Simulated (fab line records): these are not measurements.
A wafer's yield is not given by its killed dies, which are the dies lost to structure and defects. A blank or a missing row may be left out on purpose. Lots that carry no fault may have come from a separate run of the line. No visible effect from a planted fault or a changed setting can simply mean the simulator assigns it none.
fab line records	flow sky130
record: lots: 12	wafers: 36	last-day: 50
route steps=708 shown VT_ADJUST_NCORE@129 POLY_GATE@235 SD_P@327 METAL5@665 PAD_OPEN@708
lots that met no fault: taken from a fault-free run of the same line
start-h: hours from the record's opening day to when the first of the lot's shown wafers began	wait-h: hours from the lot's prior step to this one	" same as the row above	L1.1+2: one row covering several wafers at once	- no value, or no start given	* or withheld: withheld	< > ~ a bound
route shown NAME@n: a module of which the file shows steps, and the number in the route of the first	usual: mean and standard deviation over wafers with no fault	same: alike in all rows	chamber/n: place in a boat	sites: per-site readings	_std_site: their standard deviation	_edge_site: the outer-site mean with the inner-site mean subtracted	radius-mm: how far each site lies from the wafer's centre	mask NAME#n: copy n	behind: the last tool/chamber to shape the wafer	hold: reason for holding the lot/hours on hold/outcome of the hold	device: which transistor (n, p or np) failed to switch	end of line: at the end of the route, the tests of the same wafers	a step without rows: its recipe alone	killed: dies lost to structure and defects at the first sort, not the wafer's yield	map: a wafer's dies, marking killed ones x, the rest . and places with no die _
set.NAME: the setting as run; set.NAME@STEP: as run at that earlier step	model.NAME: the simulator's own value behind a step, which no gauge read
route steps across a sampled set of lots; one table per step, one row per wafer
services: from which hour (start-h, from the record's first day; less than 0 if before it) a tool's chamber was out of use, for how many hours, and why
== steps ==
step: SKY_VT_ADJUST_NCORE_STRIP_10
recipe: chemistry: O2/N2	power-w: 1400	pressure-mtorr: 1500	platen-temp-c: withheld	o2-flow-sccm: 3000	n2-flow-sccm: 300	overash-fraction: 0.5
usual: drypump-motor-current-A: 5.93/0.17	n2-flow-sccm: 300.1/0.94	oes-product-au: 0.715/0.0046	strip-time-to-endpoint-s: 14.18/0.04
lot.wafer	tool	chamber	start-h	wait-h	drypump-motor-current-A	n2-flow-sccm	oes-product-au	rf-hours-counter-h	strip-time-to-endpoint-s
L703.3	plasma-asher-02	0	193.88	0.1	5.85	297.2	0.710	-	14.20
L703.4	"	1	"	"	5.76	298.4	0.714	-	14.25
L703.6	"	1	"	"	5.76	300.0	0.722	-	14.19
L702.3	plasma-asher-04	1	195.45	0.1	6.05	299.6	0.712	-	14.25
L702.4	"	0	"	"	5.77	301.6	0.721	-	14.23
L702.6	"	1	"	"	6.04	298.8	0.714	-	14.25
L704.3	plasma-asher-04	0	203.83	0.1	5.74	299.5	0.723	-	14.18
L704.4	"	1	"	"	6.05	301.4	0.717	-	14.15
L704.5	"	1	"	"	6.07	301.6	0.714	-	14.19
L705.1	plasma-asher-01	1	204.30	0.2	6.20	299.7	0.704	52	14.21
L705.2	"	0	"	"	5.91	300.1	0.714	52	14.19
L705.3	"	1	"	"	6.21	298.9	0.706	-	14.15
L712.1	plasma-asher-02	0	255.85	0.1	5.85	300.2	0.718	12	14.17
L712.4	"	1	"	"	5.77	299.0	0.714	-	14.16
L712.6	"	0	"	"	5.83	300.6	0.714	-	14.16
L713.1	plasma-asher-01	0	258.92	0.1	5.91	299.0	0.706	58	14.12
L713.4	"	0	"	"	5.91	297.5	0.724	-	14.09
L713.6	"	0	"	"	5.92	299.3	0.711	-	14.13
L716.2	plasma-asher-02	1	279.40	0.1	5.73	301.7	0.717	14	14.20
L716.3	"	1	"	"	5.76	300.3	0.710	-	14.21
L716.4	"	0	"	"	5.86	299.8	0.713	-	14.22
L720.1	plasma-asher-04	1	305.90	0.1	6.08	300.6	0.714	49	14.26
L720.5	"	1	"	"	6.08	300.8	0.707	-	14.27
L720.6	"	0	"	"	5.76	300.3	0.711	-	14.30
L722.2	plasma-asher-01	1	324.97	0.1	6.20	300.4	0.721	62	14.20
L722.4	"	1	"	"	6.23	300.7	0.720	-	14.13
L722.6	"	0	"	"	5.93	300.4	0.715	-	14.19
L723.2	plasma-asher-04	1	331.87	0.1	6.08	301.0	0.713	52	14.24
L723.4	"	0	"	"	5.78	299.3	0.718	-	14.19
L723.5	"	0	"	"	5.75	300.8	0.718	-	14.18
L725.1	plasma-asher-04	0	339.85	0.1	5.75	299.6	0.725	53	14.09
L725.4	"	0	"	"	5.74	301.8	0.707	-	14.14
L725.5	"	0	"	"	5.74	300.4	0.715	-	14.13
L724.1	plasma-asher-02	1	340.15	0.1	5.77	299.4	0.708	20	14.23
L724.2	"	0	"	"	5.83	299.7	0.720	20	14.21
L724.4	"	1	"	"	5.72	300.7	0.718	-	14.19
step: SKY_POLY_GATE_THK_MEAS_21
recipe: reads: SiO2_of_POLY_GATE_OXIDATION_20
usual: POLY_GATE_OXIDATION_THK: 4.02/0.1
lot.wafer	tool	chamber	start-h	wait-h	POLY_GATE_OXIDATION_THK[nm]
L702.3	film-metro-01	-	391.45	0.0	3.93
L702.4	"	-	"	"	3.94
L702.6	"	-	"	"	4.02
L703.3	film-metro-03	-	391.51	0.1	4.01
L703.4	"	-	"	"	4.00
L703.6	"	-	"	"	4.11
L704.3	film-metro-01	-	396.72	0.0	4.09
L704.4	"	-	"	"	4.23
L704.5	"	-	"	"	4.07
L705.1	film-metro-01	-	396.76	0.1	4.16
L705.2	"	-	"	"	4.21
L705.3	"	-	"	"	4.22
L713.1	film-metro-01	-	471.80	0.0	4.13
L713.4	"	-	"	"	4.26
L713.6	"	-	"	"	4.19
L712.1	film-metro-03	-	472.60	0.0	3.95
L712.4	"	-	"	"	3.98
L712.6	"	-	"	"	3.98
L716.2	film-metro-01	-	499.76	0.0	4.02
L716.3	"	-	"	"	4.02
L716.4	"	-	"	"	3.98
L720.1	film-metro-03	-	530.53	0.0	4.04
L720.5	"	-	"	"	4.18
L720.6	"	-	"	"	4.21
L722.2	film-metro-03	-	544.44	0.0	3.94
L722.4	"	-	"	"	3.91
L722.6	"	-	"	"	4.07
L723.2	film-metro-01	-	556.86	0.0	4.22
L723.4	"	-	"	"	4.17
L723.5	"	-	"	"	4.20
L725.1	film-metro-03	-	561.93	0.0	3.82
L725.4	"	-	"	"	3.92
L725.5	"	-	"	"	3.90
L724.1	film-metro-03	-	565.43	0.0	4.00
L724.2	"	-	"	"	3.88
L724.4	"	-	"	"	3.93
step: SKY_SD_P_CD_MEAS_07
recipe: target-cd-nm: 380
usual: cd-nm: 380.3/2.5
lot.wafer	tool	chamber	start-h	wait-h	cd-nm
L702.3	cd-sem-02	-	605.15	0.1	381.1
L702.4	"	-	"	"	378.7
L702.6	"	-	"	"	379.9
L703.3	cd-sem-02	-	608.54	0.1	383.6
L703.4	"	-	"	"	382.1
L703.6	"	-	"	"	381.2
L705.1	cd-sem-01	-	613.26	0.1	383.9
L705.2	"	-	"	"	385.3
L705.3	"	-	"	"	387.1
L704.3	cd-sem-01	-	614.02	0.1	383.0
L704.4	"	-	"	"	380.7
L704.5	"	-	"	"	381.0
L713.1	cd-sem-01	-	683.78	0.1	378.4
L713.4	"	-	"	"	378.3
L713.6	"	-	"	"	379.5
L712.1	cd-sem-02	-	684.68	0.1	381.0
L712.4	"	-	"	"	380.4
L712.6	"	-	"	"	378.6
L716.2	cd-sem-02	-	710.28	0.1	379.5
L716.3	"	-	"	"	379.0
L716.4	"	-	"	"	377.3
L720.1	cd-sem-01	-	737.80	0.1	379.7
L720.5	"	-	"	"	381.6
L720.6	"	-	"	"	383.0
L722.2	cd-sem-02	-	751.52	0.1	377.2
L722.4	"	-	"	"	377.0
L722.6	"	-	"	"	374.9
L723.2	cd-sem-01	-	760.92	0.1	374.3
L723.4	"	-	"	"	374.3
L723.5	"	-	"	"	377.8
L725.1	cd-sem-01	-	766.76	0.1	380.4
L725.4	"	-	"	"	379.6
L725.5	"	-	"	"	380.1
L724.1	cd-sem-02	-	768.88	0.1	380.8
L724.2	"	-	"	"	378.2
L724.4	"	-	"	"	375.9
step: SKY_METAL5_SPUTTER_04
recipe: material: TiN	target-thk-nm: 70	power-w: 6500	time-s: 58.3	chamber-pressure-pa: 0.4
usual: throttle-valve-pct: 29.8/1.1
lot.wafer	tool	chamber	start-h	wait-h	throttle-valve-pct
L702.3	pvd-sputter-03	-	1018.85	0.0	29.4
L702.4	"	-	"	"	29.2
L702.6	"	-	"	"	31.0
L703.3	pvd-sputter-01	-	1019.45	0.0	28.8
L703.4	"	-	"	"	29.6
L703.6	"	-	"	"	30.4
L705.1	pvd-sputter-03	-	1024.54	0.0	31.3
L705.2	"	-	"	"	29.3
L705.3	"	-	"	"	29.4
L704.3	pvd-sputter-02	-	1025.40	0.0	30.0
L704.4	"	-	"	"	31.6
L704.5	"	-	"	"	27.8
L713.1	pvd-sputter-02	-	1080.33	0.0	28.0
L713.4	"	-	"	"	30.1
L713.6	"	-	"	"	31.3
L712.1	pvd-sputter-03	-	1081.61	0.0	29.3
L712.4	"	-	"	"	31.2
L712.6	"	-	"	"	29.2
L716.2	pvd-sputter-02	-	1100.20	0.0	27.9
L716.3	"	-	"	"	31.7
L716.4	"	-	"	"	30.5
L720.1	pvd-sputter-03	-	1119.91	0.0	29.6
L720.5	"	-	"	"	29.2
L720.6	"	-	"	"	29.5
L722.2	pvd-sputter-01	-	1130.35	0.0	28.5
L722.4	"	-	"	"	29.5
L722.6	"	-	"	"	30.7
L723.2	pvd-sputter-01	-	1137.85	0.0	29.4
L723.4	"	-	"	"	28.6
L723.5	"	-	"	"	30.7
L725.1	pvd-sputter-03	-	1140.40	0.0	29.2
L725.4	"	-	"	"	29.3
L725.5	"	-	"	"	31.1
L724.1	pvd-sputter-01	-	1142.44	0.0	29.5
L724.2	"	-	"	"	28.8
L724.4	"	-	"	"	30.7
step: SKY_PAD_OPEN_PROBE_99
usual: defect-limited-yield: 82.3/2	killed_at_M0_to_M3: 43/7.3	killed_at_M4_up: 3.1/1.7	killed-at-contacts: 25/5.3	killed-at-front-end: 15/4.3	killed-at-other: 0.2/0.54	killed-dies: 87/10	killed-open: 48/7.6	killed-short: 38/6.1	sort_bin_3_pad_short: 0.9/0.42	sort_bin_5_function: 10.5/1.5	sort_bin_6_memory: 6.3/1.2	sort-n-pass: 405/10	sort-yield-pct: 82.3/2
same: gross-dies: 492	killed-at-back-side: 0	sort_bin_4_leakage[%]: 0	sort_bin_8_speed[%]: 0
lot.wafer	tool	chamber	start-h	wait-h	defect-limited-yield[%]	killed_at_M0_to_M3	killed_at_M4_up	killed-at-contacts	killed-at-front-end	killed-at-other	killed-dies	killed-open	killed-short	sort_bin_3_pad_short[%]	sort_bin_5_function[%]	sort_bin_6_memory[%]	sort-n-pass	sort-yield-pct[%]
L713.1	prober-02	-	1143.64	0.1	81.3	48	5	24	15	0	92	45	47	0.4	10.4	7.9	400	81.3
L713.4	prober-02	-	1143.79	0.2	73.0	36	62	19	16	0	133	41	33	3.5	17.3	6.3	359	73.0
L713.6	prober-02	-	1143.89	0.2	85.4	38	4	14	16	0	72	34	38	0.8	7.5	6.3	420	85.4
L716.2	prober-02	-	1159.78	0.1	81.9	39	2	31	17	0	89	44	45	1.8	11.4	4.9	403	81.9
L716.3	prober-02	-	1159.83	0.2	79.5	53	2	27	17	2	101	56	43	0.2	11.4	8.9	391	79.5
L716.4	prober-02	-	1159.88	0.2	72.4	49	55	21	11	0	136	50	34	3.5	18.3	5.9	356	72.4
killed by level:class
L713.1 CONTACT:geometric-particle:open=11 VIA1:geometric-particle:open=8 METAL1:geometric-particle:short=7 METAL2:geometric-particle:short=6 LI_CONTACT:geometric-particle:open=6 METAL3:geometric-particle:short=6 VIA3:geometric-particle:open=5 METAL4:geometric-particle:short=5
L713.4 METAL5:unspecified=59 VIA2:geometric-particle:open=10 METAL1:geometric-particle:short=7 CONTACT:geometric-particle:open=7 VIA3:geometric-particle:open=7 POLY_GATE:geometric-particle:short=6 LI_CONTACT:geometric-particle:open=5 POLY_GATE:geometric-particle:open=3
L713.6 VIA2:geometric-particle:open=9 LI_CONTACT:geometric-particle:open=7 POLY_GATE:geometric-particle:short=5 VIA1:geometric-particle:short=5 METAL1:geometric-particle:short=5 FIELD_ISO:geometric-particle:short=4 VIA3:geometric-particle:open=4 METAL2:geometric-particle:short=4
L716.2 LI_CONTACT:geometric-particle:open=8 CONTACT:geometric-particle:short=8 CONTACT:geometric-particle:open=7 VIA3:geometric-particle:open=7 VIA2:geometric-particle:open=6 LOCAL_INTERCONNECT:geometric-particle:short=6 METAL1:geometric-particle:short=5 VIA1:geometric-particle:open=5
L716.3 CONTACT:geometric-particle:open=9 METAL1:geometric-particle:short=9 LI_CONTACT:geometric-particle:open=8 VIA2:geometric-particle:open=8 FIELD_ISO:geometric-particle:open=6 VIA1:geometric-particle:short=6 VIA2:geometric-particle:short=6 VIA3:geometric-particle:open=6
L716.4 METAL5:unspecified=52 VIA1:geometric-particle:open=17 VIA2:geometric-particle:open=8 CONTACT:geometric-particle:open=7 VIA1:geometric-particle:short=7 CONTACT:geometric-particle:short=6 SPACER:geometric-particle:open=4 METAL1:geometric-particle:short=4
== services ==
tool	chamber	start-h	hours	kind
plasma-asher-02	-	185.82	7.5	repair
pvd-sputter-01	-	258.77	0.8	repair
plasma-asher-04	-	365.22	0.6	repair
plasma-asher-04	-	406.07	3.6	repair
plasma-asher-02	-	427.56	5.8	repair
plasma-asher-04	-	428.75	13.7	repair
plasma-asher-04	-	459.55	1.5	repair
pvd-sputter-03	-	482.41	7.1	repair
plasma-asher-02	-	527.09	2.8	pm
pvd-sputter-03	-	552.31	2.3	repair
pvd-sputter-03	-	560.89	3.3	repair
plasma-asher-04	-	573.28	4.3	repair
pvd-sputter-01	-	600.06	2.1	repair
plasma-asher-02	-	626.66	1.4	repair
plasma-asher-02	-	634.29	2.0	repair
pvd-sputter-01	-	654.45	1.2	repair
pvd-sputter-01	-	660.11	1.7	repair
plasma-asher-04	-	739.21	3.4	repair
plasma-asher-04	-	860.28	6.9	repair
pvd-sputter-03	-	869.83	7.2	repair
pvd-sputter-03	-	960.10	5.2	repair
plasma-asher-04	-	1055.25	9.0	pm
plasma-asher-04	-	1079.26	4.6	repair
plasma-asher-04	-	1137.00	2.8	pm
== key ==
first-sign: step: SKY_PAD_OPEN_PROBE_99	reading: killed_at_M4_up	direction: up	sigmas: 32	usual: 3.1	struck: 58.5
effect: step: SKY_PAD_OPEN_PROBE_99	reading: sort_bin_3_pad_short	direction: up	sigmas: 6.1	usual: 0.9	struck: 3.5
met-at SKY_METAL5_SPUTTER_04
struck-lots L713,L716
struck-wafers L713.4,L716.4
not-acting-at SKY_VT_ADJUST_NCORE_STRIP_10,SKY_POLY_GATE_THK_MEAS_21,SKY_SD_P_CD_MEAS_07
onset-between 1025.40 1080.33
fault: kind: chamber-particle-source	tool: pvd-sputter-02	chamber: -	onset-h: 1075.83	steps: SKY_METAL5_SPUTTER_04	rate-per-visit-cm2: 1.2073	end-h: 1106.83	scope: struck-wafers-only
